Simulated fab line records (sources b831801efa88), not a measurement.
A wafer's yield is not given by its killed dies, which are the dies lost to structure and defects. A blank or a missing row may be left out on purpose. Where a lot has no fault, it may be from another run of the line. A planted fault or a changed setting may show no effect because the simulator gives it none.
fab line records | flow sky130
record: lots: 24 wafers: 72 last_day: 50
route steps=708 shown METAL3@567 VIA3@594 METAL4@599 CAP2M@604 PAD_OPEN@702
lots that met no fault: from a run of the same line without faults
start_h: the number of hours between the record's first day and the start of the first shown wafer of the lot | wait_h: how many hours have passed since the lot's step before this one | " the same as in the row above | L1.1+2: several wafers, shown together as one row | - either no value or no given start | * or withheld: withheld | < > ~ a bound
route shown NAME@n: NAME is a module with steps in the file, n the number in the route of the first one | usual: mean/standard deviation of fault-free wafers | same: alike in all rows | chamber/n: place in a boat | sites: the reading at each site | _std_site: their standard deviation | _edge_site: inner sites' mean taken away from outer sites' mean | radius_mm: how far each site lies from the wafer's centre | mask NAME#n: copy n | behind: tool/chamber where the wafer was last shaped | hold: what put the lot on hold/how long, in hours/how the hold closed | device: transistor that didn't switch, given as n, p or np | end of line: the same wafers' tests at the end of the route | a step given without rows: its recipe and nothing more | killed: dies lost to structure and defects at the first sort, not the wafer's yield | map: the dies of a wafer, with x for killed, . for not killed, _ for no die there
set.NAME: the setting the step ran with; set.NAME@STEP: the setting that earlier step ran with | model.NAME: the simulator's own value behind a step, which no gauge read
steps of the route over a sample of lots; a table a step, a row a wafer
services: when a tool's chamber went out of use (start_h, in hours from the record's first day, below 0 if earlier), for how many hours, and the reason
== steps ==
step: SKY_METAL3_ETCH_17
recipe: target: SiO2 stop_on: TiN chemistry: C4F8/O2/Ar source_w: 1500 bias_w: 1200 pressure_mtorr: 40 c4f8_flow_sccm: withheld O2_flow_sccm: 6 Ar_flow_sccm: 300 time_s: 3.9 target_depth_a: 150
usual: oes_product_au: 0.754/0.0071
columns lot.wafer tool chamber start_h wait_h oes_product_au rf_hours_counter_h
L074.1 rie_diel-04 0 890.38 0.1 0.746 16
L074.2 " 1 " " 0.748 8
L074.5 " 0 " " 0.755 -
L075.2 rie_diel-01 0 901.53 0.1 0.749 15
L075.3 " 1 " " 0.746 3
L075.5 " 2 " " 0.750 -
L076.2 rie_diel-02 3 912.65 0.1 0.748 19
L076.4 " 2 " " 0.766 20
L076.6 " 1 " " 0.749 -
L077.1 rie_diel-02 1 916.37 0.1 0.745 27
L077.2 " 2 " " 0.761 21
L077.3 " 3 " " 0.749 19
L079.2 rie_diel-01 3 929.90 0.1 0.757 12
L079.4 " 2 " " 0.748 14
L079.5 " 3 " " 0.761 -
L078.2 rie_diel-02 3 930.23 0.1 0.756 20
L078.4 " 1 " " 0.758 27
L078.6 " 0 " " 0.754 -
L080.2 rie_diel-01 1 939.20 0.1 0.754 4
L080.3 " 0 " " 0.749 15
L080.4 " 2 " " 0.752 14
L081.1 rie_diel-01 3 950.82 0.1 0.744 13
L081.3 " 0 " " 0.743 16
L081.4 " 2 " " 0.754 14
L082.1 rie_diel-02 0 952.28 0.1 0.753 12
L082.2 " 3 " " 0.753 20
L082.5 " 1 " " 0.759 -
L083.1 rie_diel-04 3 957.40 0.1 0.759 4
L083.2 " 0 " " 0.751 18
L083.4 " 2 " " 0.754 -
L084.1 rie_diel-01 2 972.78 0.1 0.745 15
L084.3 " 0 " " 0.751 16
L084.5 " 2 " " 0.755 -
L085.1 rie_diel-02 0 978.18 0.1 0.752 13
L085.4 " 2 " " 0.759 22
L085.5 " 0 " " 0.756 -
L086.2 rie_diel-02 3 984.15 0.1 0.745 22
L086.5 " 2 " " 0.761 -
L086.6 " 3 " " 0.754 -
L087.3 rie_diel-04 0 986.37 0.0 0.746 19
L087.5 " 2 " " 0.763 -
L087.6 " 1 " " 0.757 -
L088.1 rie_diel-02 3 999.28 0.1 0.746 22
L088.4 " 2 " " 0.757 23
L088.6 " 1 " " 0.749 -
L089.2 rie_diel-01 3 1000.23 0.1 0.751 14
L089.4 " 1 " " 0.759 6
L089.6 " 0 " " 0.763 -
L090.1 rie_diel-02 2 1015.28 0.1 0.765 24
L090.2 " 3 " " 0.765 23
L090.6 " 2 " " 0.755 -
L091.1 rie_diel-02 2 1017.85 0.1 0.746 24
L091.2 " 0 " " 0.762 14
L091.3 " 3 " " 0.757 23
L092.1 rie_diel-01 2 1019.97 0.1 0.754 17
L092.3 " 3 " " 0.754 15
L092.4 " 1 " " 0.753 6
L093.2 rie_diel-02 0 1025.93 0.1 0.754 15
L093.3 " 3 " " 0.736 23
L093.4 " 1 " " 0.767 30
L094.2 rie_diel-02 1 1037.25 0.1 0.755 30
L094.3 " 2 " " 0.759 24
L094.5 " 0 " " 0.762 -
L096.1 rie_diel-04 1 1044.70 0.1 0.753 12
L096.3 " 0 " " 0.753 21
L096.5 " 3 " " 0.767 -
L095.1 rie_diel-04 2 1051.10 0.1 0.748 11
L095.2 " 1 " " 0.738 12
L095.4 " 0 " " 0.755 21
L097.1 rie_diel-02 2 1058.48 0.1 0.752 26
L097.4 " 2 " " 0.755 -
L097.6 " 3 " " 0.756 -
step: SKY_VIA3_CVD_21
recipe: material: W target_thk_nm: 390 time_s: 117.31 temp_c: 400 pressure_torr: 40
usual: chamber_pressure_Torr: 40.00/0.084 heater_power_w: 901/79
columns lot.wafer tool chamber start_h wait_h chamber_pressure_Torr heater_power_w
L074.1 cvd_w-01 0 916.58 0.0 39.97 777
L074.2 " 1 " " 40.03 876
L074.5 " 1 " " 39.79 856
L075.2 cvd_w-02 1 928.79 0.0 40.07 978
L075.3 " 0 " " 40.05 907
L075.5 " 1 " " 40.07 1007
L076.2 cvd_w-02 0 939.76 0.0 40.11 906
L076.4 " 1 " " 40.03 995
L076.6 " 1 " " 40.24 969
L077.1 cvd_w-01 0 943.80 0.0 40.05 795
L077.2 " 1 " " 39.81 863
L077.3 " 0 " " 40.09 761
L079.2 cvd_w-02 1 956.75 0.0 39.93 991
L079.4 " 0 " " 39.93 898
L079.5 " 1 " " 39.83 977
L078.2 cvd_w-01 1 956.81 0.0 39.94 870
L078.4 " 0 " " 39.96 769
L078.6 " 0 " " 40.00 768
L080.2 cvd_w-02 1 965.38 0.0 40.07 1004
L080.3 " 0 " " 40.00 908
L080.4 " 1 " " 39.93 971
L081.1 cvd_w-01 0 977.08 0.0 40.02 754
L081.3 " 1 " " 40.02 820
L081.4 " 0 " " 40.05 771
L082.1 cvd_w-02 1 978.63 0.0 39.97 956
L082.2 " 0 " " 39.92 918
L082.5 " 1 " " 39.89 984
L083.1 cvd_w-02 0 984.03 0.0 39.95 932
L083.2 " 1 " " 40.00 985
L083.4 " 0 " " 40.06 907
L084.1 cvd_w-02 0 998.63 0.0 39.91 926
L084.3 " 0 " " 39.94 924
L084.5 " 0 " " 40.07 926
L085.1 cvd_w-01 0 1004.35 0.0 40.03 774
L085.4 " 0 " " 39.90 765
L085.5 " 0 " " 40.16 772
L086.2 cvd_w-01 0 1009.63 0.0 40.08 744
L086.5 " 1 " " 39.98 859
L086.6 " 0 " " 40.06 768
L087.3 cvd_w-01 0 1012.22 0.1 39.98 775
L087.5 " 0 " " 40.05 760
L087.6 " 1 " " 40.02 887
L088.1 cvd_w-01 0 1024.34 0.0 40.03 758
L088.4 " 1 " " 40.04 860
L088.6 " 0 " " 39.92 765
L089.2 cvd_w-02 1 1024.69 0.0 40.04 968
L089.4 " 0 " " 39.96 919
L089.6 " 1 " " 40.03 985
L090.1 cvd_w-02 0 1040.18 0.0 39.97 912
L090.2 " 1 " " 40.05 996
L090.6 " 1 " " 40.15 972
L091.1 cvd_w-02 0 1042.78 0.0 39.92 915
L091.2 " 1 " " 40.15 976
L091.3 " 0 " " 39.97 926
L092.1 cvd_w-02 1 1045.02 0.0 39.94 1008
L092.3 " 1 " " 39.97 1018
L092.4 " 0 " " 40.02 931
L093.2 cvd_w-02 0 1050.76 0.0 39.90 923
L093.3 " 1 " " 40.19 981
L093.4 " 0 " " 39.86 918
L094.2 cvd_w-02 0 1061.30 0.0 40.00 936
L094.3 " 0 " " 39.91 932
L094.5 " 0 " " 39.84 936
L096.1 cvd_w-02 0 1067.95 0.0 40.04 909
L096.3 " 0 " " 39.96 938
L096.5 " 1 " " 40.15 993
L095.1 cvd_w-02 1 1074.56 0.0 40.04 988
L095.2 " 0 " " 39.94 933
L095.4 " 0 " " 40.13 943
L097.1 cvd_w-01 1 1081.25 0.0 39.94 843
L097.4 " 0 " " 39.99 753
L097.6 " 1 " " 40.01 883
step: SKY_METAL4_SPUTTER_01
recipe: material: TiN target_thk_nm: 20 power_w: 6500 time_s: 16.7 chamber_pressure_pa: 0.4
usual: throttle_valve_pct: 30.1/1.3
columns lot.wafer tool chamber start_h wait_h throttle_valve_pct
L074.1 pvd_sputter-03 - 917.27 0.0 31.2
L074.2 " - " " 32.2
L074.5 " - " " 31.1
L075.2 pvd_sputter-04 - 929.41 0.0 29.6
L075.3 " - " " 30.7
L075.5 " - " " 29.3
L076.2 pvd_sputter-03 - 940.39 0.0 32.1
L076.4 " - " " 32.1
L076.6 " - " " 28.5
L077.1 pvd_sputter-03 - 944.43 0.0 31.1
L077.2 " - " " 28.5
L077.3 " - " " 32.3
L079.2 pvd_sputter-04 - 957.37 0.0 29.2
L079.4 " - " " 31.1
L079.5 " - " " 31.0
L078.2 pvd_sputter-02 - 957.49 0.0 29.1
L078.4 " - " " 29.0
L078.6 " - " " 28.7
L080.2 pvd_sputter-02 - 966.00 0.0 28.3
L080.3 " - " " 31.4
L080.4 " - " " 29.1
L081.1 pvd_sputter-03 - 977.70 0.0 30.9
L081.3 " - " " 28.1
L081.4 " - " " 30.7
L082.1 pvd_sputter-03 - 979.25 0.0 30.8
L082.2 " - " " 30.7
L082.5 " - " " 30.2
L083.1 pvd_sputter-03 - 984.65 0.0 30.6
L083.2 " - " " 32.0
L083.4 " - " " 31.0
L084.1 pvd_sputter-03 - 999.26 0.0 30.9
L084.3 " - " " 30.6
L084.5 " - " " 28.4
L085.1 pvd_sputter-04 - 1004.97 0.0 30.6
L085.4 " - " " 30.7
L085.5 " - " " 30.8
L086.2 pvd_sputter-02 - 1010.28 0.0 28.5
L086.5 " - " " 28.7
L086.6 " - " " 31.6
L087.3 pvd_sputter-04 - 1012.80 0.0 29.7
L087.5 " - " " 30.6
L087.6 " - " " 29.6
L088.1 pvd_sputter-03 - 1024.97 0.0 30.6
L088.4 " - " " 28.6
L088.6 " - " " 28.5
L089.2 pvd_sputter-02 - 1025.32 0.0 31.5
L089.4 " - " " 29.1
L089.6 " - " " 28.3
L090.1 pvd_sputter-02 - 1040.80 0.0 29.2
L090.2 " - " " 29.4
L090.6 " - " " 29.0
L091.1 pvd_sputter-04 - 1043.40 0.0 30.2
L091.2 " - " " 31.1
L091.3 " - " " 29.8
L092.1 pvd_sputter-03 - 1045.64 0.0 30.5
L092.3 " - " " 30.9
L092.4 " - " " 32.3
L093.2 pvd_sputter-02 - 1051.38 0.0 27.8
L093.3 " - " " 28.8
L093.4 " - " " 31.6
L094.2 pvd_sputter-04 - 1062.04 0.0 30.9
L094.3 " - " " 29.6
L094.5 " - " " 30.9
L096.1 pvd_sputter-03 - 1068.58 0.0 32.3
L096.3 " - " " 30.4
L096.5 " - " " 28.5
L095.1 pvd_sputter-03 - 1075.18 0.0 28.7
L095.2 " - " " 32.0
L095.4 " - " " 28.6
L097.1 pvd_sputter-03 - 1081.90 0.0 32.3
L097.4 " - " " 30.8
L097.6 " - " " 30.4
step: SKY_CAP2M_THK_MEAS_01
recipe: reads: SiO2_of_CAP2M_CVD_00
usual: CAP2M_CVD_00_THK: 15.48/0.22
columns lot.wafer tool chamber start_h wait_h CAP2M_CVD_00_THK[nm]
L074.1 film_metro-03 - 917.42 - 15.40
L074.2 " - " " 15.06
L074.5 " - " " 15.31
L075.2 film_metro-04 - 929.57 - 15.30
L075.3 " - " " 15.41
L075.5 " - " " 15.79
L076.2 film_metro-03 - 940.55 - 15.24
L076.4 " - " " 15.64
L076.6 " - " " 15.73
L077.1 film_metro-01 - 944.58 - 15.28
L077.2 " - " " 15.60
L077.3 " - " " 15.41
L079.2 film_metro-04 - 957.54 - 15.59
L079.4 " - " " 15.68
L079.5 " - " " 15.58
L078.2 film_metro-04 - 957.65 - 15.26
L078.4 " - " " 15.43
L078.6 " - " " 15.45
L080.2 film_metro-01 - 966.18 - 15.18
L080.3 " - " " 15.44
L080.4 " - " " 15.71
L081.1 film_metro-04 - 977.85 - 15.33
L081.3 " - " " 15.45
L081.4 " - " " 15.40
L082.1 film_metro-04 - 979.41 - 15.27
L082.2 " - " " 15.59
L082.5 " - " " 15.49
L083.1 film_metro-01 - 984.80 - 15.08
L083.2 " - " " 14.77
L083.4 " - " " 14.93
L084.1 film_metro-01 - 999.42 - 15.63
L084.3 " - " " 15.65
L084.5 " - " " 15.38
L085.1 film_metro-04 - 1005.13 - 15.19
L085.4 " - " " 15.49
L085.5 " - " " 15.76
L086.2 film_metro-03 - 1010.46 - 15.08
L086.5 " - " " 15.71
L086.6 " - " " 15.54
L087.3 film_metro-01 - 1012.99 - 15.22
L087.5 " - " " 15.65
L087.6 " - " " 15.47
L088.1 film_metro-04 - 1025.13 - 15.05
L088.4 " - " " 15.20
L088.6 " - " " 15.52
L089.2 film_metro-04 - 1025.48 - 15.73
L089.4 " - " " 15.40
L089.6 " - " " 15.78
L090.1 film_metro-01 - 1040.96 - 15.34
L090.2 " - " " 15.26
L090.6 " - " " 15.57
L091.1 film_metro-03 - 1043.56 - 15.59
L091.2 " - " " 15.34
L091.3 " - " " 15.69
L092.1 film_metro-03 - 1045.81 - 15.33
L092.3 " - " " 15.59
L092.4 " - " " 15.69
L093.2 film_metro-03 - 1051.55 - 15.15
L093.3 " - " " 15.50
L093.4 " - " " 15.65
L094.2 film_metro-03 - 1062.20 - 15.42
L094.3 " - " " 15.70
L094.5 " - " " 15.89
L096.1 film_metro-04 - 1068.73 - 15.52
L096.3 " - " " 15.30
L096.5 " - " " 15.66
L095.1 film_metro-01 - 1075.34 - 15.52
L095.2 " - " " 15.83
L095.4 " - " " 15.65
L097.1 film_metro-01 - 1082.05 - 15.29
L097.4 " - " " 15.59
L097.6 " - " " 15.42
step: SKY_METAL4_ETCH_16
recipe: chemistry: N2/H2 target: BARC ion_energy_ev: 200 bias_w: 100 pressure_mtorr: 30 n2_flow_sccm: 100 h2_flow_sccm: 200 icp_w: 500 stop_on: SiO2 time_s: 88.2 target_depth_a: 600
usual: drypump_motor_current_A: 5.5/0.47 oes_product_au: 0.625/0.0043 throttle_valve_pct: 13.205/0.0091
columns lot.wafer tool chamber start_h wait_h drypump_motor_current_A oes_product_au rf_hours_counter_h throttle_valve_pct
L074.1 rie_metal-04 1 966.67 0.0 6.0 0.630 13 13.199
L074.2 " 0 " " 5.4 0.624 11 13.189
L074.5 " 1 " " 6.0 0.626 - 13.201
L075.2 rie_metal-02 0 978.52 0.0 5.2 0.622 15 13.217
L075.3 " 0 " " 5.2 0.624 - 13.210
L075.5 " 1 " " 4.8 0.618 - 13.190
L076.2 rie_metal-04 1 989.00 0.0 6.0 0.627 14 13.199
L076.4 " 1 " " 6.0 0.627 - 13.221
L076.6 " 1 " " 6.0 0.622 - 13.200
L077.1 rie_metal-02 0 992.22 0.0 5.2 0.628 15 13.213
L077.2 " 1 " " 4.8 0.627 4 13.203
L077.3 " 1 " " 4.8 0.635 - 13.229
L079.2 rie_metal-04 0 1004.72 0.0 5.4 0.632 13 13.206
L079.4 " 0 " " 5.4 0.619 - 13.207
L079.5 " 0 " " 5.4 0.626 - 13.217
L078.2 rie_metal-02 1 1005.87 0.0 4.8 0.632 5 13.196
L078.4 " 0 " " 5.2 0.623 - 13.195
L078.6 " 1 " " 4.8 0.625 - 13.201
L080.2 rie_metal-02 0 1014.32 0.0 5.2 0.622 16 13.202
L080.3 " 0 " " 5.2 0.624 - 13.206
L080.4 " 1 " " 4.8 0.624 - 13.189
L081.1 rie_metal-01 1 1024.67 0.0 6.0 0.629 9 13.220
L081.3 " 0 " " 6.1 0.627 - 13.210
L081.4 " 1 " " 6.0 0.626 - 13.216
L082.1 rie_metal-04 1 1027.82 0.0 6.0 0.625 16 13.209
L082.2 " 0 " " 5.4 0.628 14 13.196
L082.5 " 0 " " 5.4 0.625 - 13.205
L083.1 rie_metal-01 0 1032.71 0.0 6.1 0.626 20 13.194
L083.2 " 1 " " 5.9 0.627 10 13.221
L083.4 " 0 " " 6.1 0.626 - 13.202
L084.1 rie_metal-02 1 1045.86 0.0 4.8 0.615 7 13.210
L084.3 " 1 " " 4.8 0.626 - 13.205
L084.5 " 1 " " 4.8 0.626 - 13.211
L085.1 rie_metal-02 1 1051.71 0.0 4.8 0.629 7 13.212
L085.4 " 1 " " 4.8 0.627 - 13.198
L085.5 " 1 " " 4.8 0.631 - 13.213
L086.2 rie_metal-04 0 1056.81 0.0 5.4 0.629 16 13.209
L086.5 " 1 " " 6.0 0.625 - 13.199
L086.6 " 0 " " 5.4 0.629 - 13.221
L087.3 rie_metal-02 1 1058.90 0.0 4.8 0.630 - 13.197
L087.5 " 0 " " 5.2 0.624 - 13.206
L087.6 " 1 " " 4.8 0.628 - 13.203
L088.1 rie_metal-01 0 1069.17 0.0 6.1 0.624 22 13.229
L088.4 " 0 " " 6.1 0.631 - 13.210
L088.6 " 1 " " 6.0 0.624 - 13.203
L089.2 rie_metal-04 1 1069.83 0.0 6.0 0.621 19 13.193
L089.4 " 1 " " 6.0 0.634 - 13.198
L089.6 " 0 " " 5.4 0.629 - 13.175
L090.1 rie_metal-02 1 1084.87 0.0 4.8 0.632 10 13.197
L090.2 " 0 " " 5.2 0.627 21 13.203
L090.6 " 1 " " 4.8 0.626 - 13.190
L091.1 rie_metal-02 1 1087.07 0.0 4.8 0.627 10 13.214
L091.2 " 0 " " 5.2 0.628 21 13.203
L091.3 " 0 " " 5.2 0.627 - 13.204
L092.1 rie_metal-04 0 1089.01 0.0 5.4 0.626 18 13.218
L092.3 " 1 " " 6.0 0.633 - 13.194
L092.4 " 0 " " 5.4 0.627 - 13.206
L093.2 rie_metal-04 0 1093.62 0.0 5.4 0.626 18 13.195
L093.3 " 0 " " 5.4 0.628 - 13.201
L093.4 " 1 " " 6.0 0.615 - 13.208
L094.2 rie_metal-04 0 1103.97 0.0 5.4 0.624 19 13.208
L094.3 " 1 " " 6.0 0.625 - 13.208
L094.5 " 1 " " 6.0 0.616 - 13.220
L096.1 rie_metal-04 0 1110.66 0.0 5.4 0.622 20 13.199
L096.3 " 0 " " 5.4 0.626 - 13.203
L096.5 " 1 " " 6.0 0.621 - 13.215
L095.1 rie_metal-02 1 1116.91 0.0 4.8 0.619 12 13.206
L095.2 " 0 " " 5.2 0.625 23 13.206
L095.4 " 0 " " 5.2 0.620 - 13.213
L097.1 rie_metal-01 0 1122.79 0.1 6.1 0.625 27 13.205
L097.4 " 0 " " 6.1 0.626 - 13.201
L097.6 " 0 " " 6.1 0.620 - 13.201
step: SKY_PAD_OPEN_STRIP_08
recipe: chemistry: O2/N2 power_w: 1400 pressure_mtorr: 1500 platen_temp_c: withheld overash_fraction: 0.7 o2_flow_sccm: 3000 n2_flow_sccm: 300
usual: drypump_motor_current_A: 5.5/0.35 oes_product_au: 0.663/0.0044 strip_time_to_endpoint_s: 37.05/0.11
columns lot.wafer tool chamber start_h wait_h drypump_motor_current_A oes_product_au rf_hours_counter_h strip_time_to_endpoint_s
L074.1 plasma_asher-03 0 1061.89 0.1 5.5 0.666 61 37.01
L074.2 " 1 " " 5.9 0.665 61 37.03
L074.5 " 0 " " 5.5 0.662 - 37.08
L075.2 plasma_asher-01 1 1073.84 0.1 5.5 0.665 31 37.00
L075.3 " 0 " " 6.0 0.659 - 37.18
L075.5 " 0 " " 5.9 0.668 - 37.04
L076.2 plasma_asher-04 0 1081.14 0.1 5.4 0.661 2 37.22
L076.4 " 1 " " 4.9 0.660 - 37.24
L076.6 " 0 " " 5.4 0.664 - 37.24
L077.1 plasma_asher-04 0 1084.44 0.1 5.4 0.661 2 37.13
L077.2 " 1 " " 4.9 0.660 2 37.16
L077.3 " 1 " " 4.9 0.666 - 37.14
L079.2 plasma_asher-01 0 1096.19 0.1 5.9 0.665 33 37.04
L079.4 " 0 " " 5.9 0.660 - 37.20
L079.5 " 0 " " 5.9 0.660 - 37.24
L078.2 plasma_asher-04 0 1097.44 0.1 5.4 0.663 3 36.94
L078.4 " 1 " " 4.9 0.655 - 37.11
L078.6 " 0 " " 5.4 0.659 - 36.92
L080.2 plasma_asher-04 1 1104.88 0.1 4.9 0.665 4 37.16
L080.3 " 0 " " 5.4 0.663 - 37.05
L080.4 " 1 " " 4.9 0.658 - 37.11
L081.1 plasma_asher-04 0 1112.19 0.1 5.5 0.664 4 36.88
L081.3 " 0 " " 5.4 0.671 - 36.80
L081.4 " 1 " " 4.9 0.664 - 36.77
L082.1 plasma_asher-03 0 1116.49 0.1 5.5 0.660 67 37.18
L082.2 " 1 " " 5.9 0.661 67 37.15
L082.5 " 1 " " 5.9 0.667 - 37.10
L083.1 plasma_asher-04 0 1119.79 0.1 5.4 0.662 5 37.09
L083.2 " 1 " " 4.8 0.666 5 37.09
L083.4 " 1 " " 4.9 0.667 - 36.98
L084.1 plasma_asher-01 1 1131.24 0.1 5.5 0.662 36 37.09
L084.3 " 0 " " 5.9 0.666 - 37.10
L084.5 " 1 " " 5.5 0.658 - 37.17
L085.1 plasma_asher-01 1 1136.24 0.1 5.4 0.661 37 37.11
L085.4 " 1 " " 5.4 0.667 - 37.06
L085.5 " 1 " " 5.4 0.670 - 37.03
L086.2 plasma_asher-04 0 1141.19 0.1 5.4 0.674 7 37.01
L086.5 " 1 " " 4.9 0.659 - 36.97
L086.6 " 0 " " 5.4 0.657 - 37.01
L087.3 plasma_asher-03 1 1141.76 0.1 5.9 0.655 - 36.98
L087.5 " 1 " " 5.9 0.664 - 36.91
L087.6 " 0 " " 5.5 0.664 - 36.96
L088.1 plasma_asher-01 0 1151.24 0.1 5.9 0.667 38 37.23
L088.4 " 1 " " 5.5 0.657 - 37.15
L088.6 " 0 " " 5.9 0.661 - 37.09
L089.2 plasma_asher-01 0 1151.89 0.1 5.9 0.668 38 37.06
L089.4 " 1 " " 5.5 0.668 - 36.92
L089.6 " 1 " " 5.5 0.663 - 36.95
L090.1 plasma_asher-04 1 1163.94 0.1 4.9 0.665 9 36.97
L090.2 " 0 " " 5.4 0.664 9 36.98
L090.6 " 1 " " 4.9 0.668 - 36.97
L091.1 plasma_asher-01 0 1166.23 0.1 5.9 0.654 39 37.01
L091.2 " 1 " " 5.4 0.662 39 37.06
L091.3 " 1 " " 5.4 0.659 - 37.06
L092.1 plasma_asher-01 1 1167.74 0.1 5.5 0.667 40 37.08
L092.3 " 0 " " 5.9 0.665 - 37.04
L092.4 " 1 " " 5.4 0.660 - 36.99
L093.2 plasma_asher-03 0 1170.84 0.1 5.5 0.661 72 37.16
L093.3 " 1 " " 5.9 0.665 - 37.11
L093.4 " 0 " " 5.5 0.662 - 37.03
L094.2 plasma_asher-03 0 1179.34 0.1 5.5 0.657 72 37.06
L094.3 " 1 " " 5.9 0.669 - 37.03
L094.5 " 0 " " 5.5 0.665 - 37.01
L096.1 plasma_asher-03 1 1185.08 0.1 5.9 0.667 73 36.95
L096.3 " 0 " " 5.6 0.664 - 36.86
L096.5 " 0 " " 5.5 0.661 - 36.95
L095.1 plasma_asher-03 0 1189.54 0.1 5.5 0.654 74 37.07
L095.2 " 1 " " 5.9 0.658 74 37.03
L095.4 " 1 " " 5.9 0.658 - 37.02
L097.1 plasma_asher-01 1 1194.29 0.1 5.5 0.668 42 36.85
L097.4 " 0 " " 6.0 0.666 - 36.92
L097.6 " 0 " " 6.0 0.664 - 36.90
== services ==
columns tool chamber start_h hours kind
rie_diel-02 0 893.98 4.1 repair
cvd_w-02 - 904.00 14.0 pm
cvd_w-01 - 904.72 0.9 repair
rie_diel-02 3 907.30 4.8 repair
cvd_w-02 - 914.44 1.3 repair
plasma_asher-01 - 921.10 0.9 repair
rie_metal-02 0 927.23 11.1 repair
rie_metal-02 - 946.12 0.6 repair
plasma_asher-04 - 974.96 3.3 repair
rie_metal-02 - 976.11 0.2 repair
plasma_asher-04 - 997.94 14.6 pm
rie_metal-04 - 1003.30 1.2 repair
rie_diel-02 1 1016.19 3.3 repair
plasma_asher-01 - 1023.27 15.6 pm
rie_diel-02 3 1047.97 2.8 repair
rie_diel-01 - 1048.94 15.6 pm
plasma_asher-04 - 1055.25 9.0 pm
cvd_w-01 - 1058.18 2.8 pm
plasma_asher-04 - 1073.59 0.8 repair
rie_diel-02 - 1089.47 2.2 repair
rie_diel-02 2 1093.56 15.3 repair
cvd_w-02 1 1120.10 5.5 repair
pvd_sputter-03 - 1173.36 7.2 repair
cvd_w-02 - 1180.77 0.9 repair
== key ==
fault none
